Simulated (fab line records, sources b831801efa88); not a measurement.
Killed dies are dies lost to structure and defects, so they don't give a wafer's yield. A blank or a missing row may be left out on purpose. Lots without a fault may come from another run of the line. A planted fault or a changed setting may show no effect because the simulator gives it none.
Which tool did it? | flow sky130 | 11 lots, 33 wafers sampled, at 5 steps of a route of 708

WHAT THE GAUGES READ, wafer by wafer
SKY_POLY_GATE_OVL_MEAS_14.
lot  | measured     | on         | POLY_GATE_OVL (nm)
L584 | day 16 16:16 | overlay-01 | -4 4 -4
L585 | day 16 23:29 | overlay-01 | -6 -9 -13
L587 | day 18 09:44 | overlay-02 | -7 -13 -12
L588 | day 19 11:02 | overlay-01 | -11 -4 -5
L591 | day 20 00:28 | overlay-01 | 5 6 -3
L593 | day 20 12:01 | overlay-01 | -9 -8 -1
L594 | day 20 18:38 | overlay-02 | -2 -5 3
L595 | day 21 08:04 | overlay-02 | -3 -10 -1
L596 | day 21 16:49 | overlay-01 | -2 0 1
L598 | day 22 02:34 | overlay-02 | 3 0 1
L605 | day 24 11:40 | overlay-01 | -9 -2 -2

SKY_PASSIVATION_THK_MEAS_03.
lot  | measured     | on            | PASSIVATION_CVD_02_THK (nm)
L584 | day 44 00:05 | film_metro-02 | 545 545 543
L585 | day 44 03:58 | film_metro-02 | 537 544 553
L587 | day 45 10:44 | film_metro-02 | 546 547 543
L588 | day 46 06:53 | film_metro-04 | 540 544 538
L591 | day 46 10:14 | film_metro-01 | 529 531 545
L593 | day 46 13:35 | film_metro-01 | 539 534 547
L594 | day 46 18:47 | film_metro-01 | 533 536 538
L595 | day 47 08:38 | film_metro-01 | 538 543 549
L596 | day 47 11:05 | film_metro-02 | 541 537 550
L598 | day 47 17:06 | film_metro-01 | 534 545 541
L605 | day 49 06:31 | film_metro-01 | 531 538 542

WHICH TOOL RAN EACH LOT (tool, then ch and the chambers of the sampled wafers, then the start)
lot  | SKY_VIA3_COAT_07                  | SKY_VIA3_STRIP_16                    | SKY_METAL4_SPUTTER_00
L584 | litho_track-01 ch 0, day 39 10:00 | plasma_asher-04 ch 0,1, day 39 22:14 | pvd_sputter-03, day 39 23:44
L585 | litho_track-04 ch 0, day 39 14:00 | plasma_asher-04 ch 0,1, day 40 03:35 | pvd_sputter-01, day 40 04:53
L587 | litho_track-01 ch 0, day 40 21:00 | plasma_asher-04 ch 0,1, day 41 07:59 | pvd_sputter-03, day 41 09:55
L588 | litho_track-04 ch 0, day 41 19:00 | plasma_asher-03 ch 0,1, day 42 08:21 | pvd_sputter-04, day 42 09:37
L591 | litho_track-04 ch 0, day 41 23:00 | plasma_asher-02 ch 0, day 42 11:21   | pvd_sputter-01, day 42 12:40
L593 | litho_track-04 ch 0, day 42 04:00 | plasma_asher-02 ch 0,1, day 42 15:42 | pvd_sputter-04, day 42 17:12
L594 | litho_track-04 ch 0, day 42 11:00 | plasma_asher-03 ch 0,1, day 42 23:38 | pvd_sputter-03, day 43 00:59
L595 | litho_track-03 ch 0, day 43 00:00 | plasma_asher-04 ch 0,1, day 43 11:09 | pvd_sputter-03, day 43 12:44
L596 | litho_track-01 ch 0, day 43 05:00 | plasma_asher-02 ch 0, day 43 15:15   | pvd_sputter-03, day 43 16:32
L598 | litho_track-04 ch 0, day 43 13:00 | plasma_asher-02 ch 0,1, day 44 01:57 | pvd_sputter-01, day 44 03:16
L605 | litho_track-03 ch 0, day 45 07:00 | plasma_asher-02 ch 0,1, day 45 17:27 | pvd_sputter-03, day 45 18:43
- SKY_VIA3_COAT_07: resist thk 450 nm.
- SKY_VIA3_STRIP_16: strips in O2/N2.
- SKY_METAL4_SPUTTER_00: material Ti, target thk 15 nm, time 10 s.

WHAT THE TOOLS THEMSELVES READ (means of the sampled wafers that have a number; where no wafer has one, the mark that the record gives instead)
SKY_VIA3_COAT_07.
lot  | tool           | spin_speed_rpm (rpm)
L584 | litho_track-01 | 3001.6
L585 | litho_track-04 | 2997.7
L587 | litho_track-01 | 3000.7
L588 | litho_track-04 | 3003.0
L591 | litho_track-04 | 2999.6
L593 | litho_track-04 | 3000.0
L594 | litho_track-04 | 3331.2
L595 | litho_track-03 | 2999.2
L596 | litho_track-01 | 2998.9
L598 | litho_track-04 | 3330.4
L605 | litho_track-03 | 2998.8

SKY_VIA3_STRIP_16.
lot  | tool            | drypump_motor_current_A (A) | oes_product_au (a.u.) | strip_time_to_endpoint_s (s)
L584 | plasma_asher-04 | 5.8                         | 0.398                 | 4.129
L585 | plasma_asher-04 | 5.8                         | 0.403                 | 4.127
L587 | plasma_asher-04 | 5.8                         | 0.404                 | 4.122
L588 | plasma_asher-03 | 5.7                         | 0.406                 | 4.145
L591 | plasma_asher-02 | 5.8                         | 0.404                 | 4.147
L593 | plasma_asher-02 | 5.8                         | 0.402                 | 4.138
L594 | plasma_asher-03 | 5.7                         | 0.395                 | 3.872
L595 | plasma_asher-04 | 5.8                         | 0.403                 | 4.127
L596 | plasma_asher-02 | 5.8                         | 0.403                 | 4.117
L598 | plasma_asher-02 | 5.8                         | 0.390                 | 3.877
L605 | plasma_asher-02 | 5.9                         | 0.401                 | 4.110

SKY_METAL4_SPUTTER_00.
lot  | tool           | throttle_valve_pct (%)
L584 | pvd_sputter-03 | 30.8
L585 | pvd_sputter-01 | 31.3
L587 | pvd_sputter-03 | 30.3
L588 | pvd_sputter-04 | 30.7
L591 | pvd_sputter-01 | 30.5
L593 | pvd_sputter-04 | 30.3
L594 | pvd_sputter-03 | 30.3
L595 | pvd_sputter-03 | 30.9
L596 | pvd_sputter-03 | 30.0
L598 | pvd_sputter-01 | 29.5
L605 | pvd_sputter-03 | 30.2

THE ANSWER, worked out from the rows above alone
Rule: what is usual is taken from the lots themselves. Put in order of their means at a reading, lots are off if they are a third of the lots or fewer, leave a main group of 4 or more, and stand apart from it by a gap of 3 or more times the standard deviation of the main group's means; of several such gaps the widest counts. A main group whose means are all the same, to the digits that the tables above print for the reading, isn't used. A lot without any number at a reading at which 4 lots or more have one is off too. The other lots that the step has rows for count as sound. The gauges are gone through in route order, then the tools' own readings, and for those a lot's mean is taken as printed above. The first step at which some lot is off is used, and at that step the reading that is off furthest; a lot without a number counts as furthest.
Off: L594, L598, at SKY_VIA3_COAT_07 (spin_speed_rpm). The main group: mean 2999.9 rpm, standard deviation 1.5.
A tool fits if, at that step or a process step before it, it ran every lot that is off, and no sound lot after the first of them. One fits: litho_track-04 at SKY_VIA3_COAT_07. Its last sound lot is L593 (day 42 04:00), its first lot that is off L594 (day 42 11:00): a fault that began between those two fits.
The tool's own readings at SKY_VIA3_COAT_07 bear it out: on the lots that are off they differ by more than 5 times the standard deviation of the sound lots' means. spin_speed_rpm reads 3330.8 rpm there against 2999.9 rpm on the sound lots.

WHAT THE SIMULATOR HAD PUT IN
Process parameter drift: litho_track-04, from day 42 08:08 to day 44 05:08, at SKY_VIA3_COAT_07. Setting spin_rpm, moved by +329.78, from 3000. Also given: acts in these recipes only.
Lots struck among those shown: L594, L598. The rule above found the same.
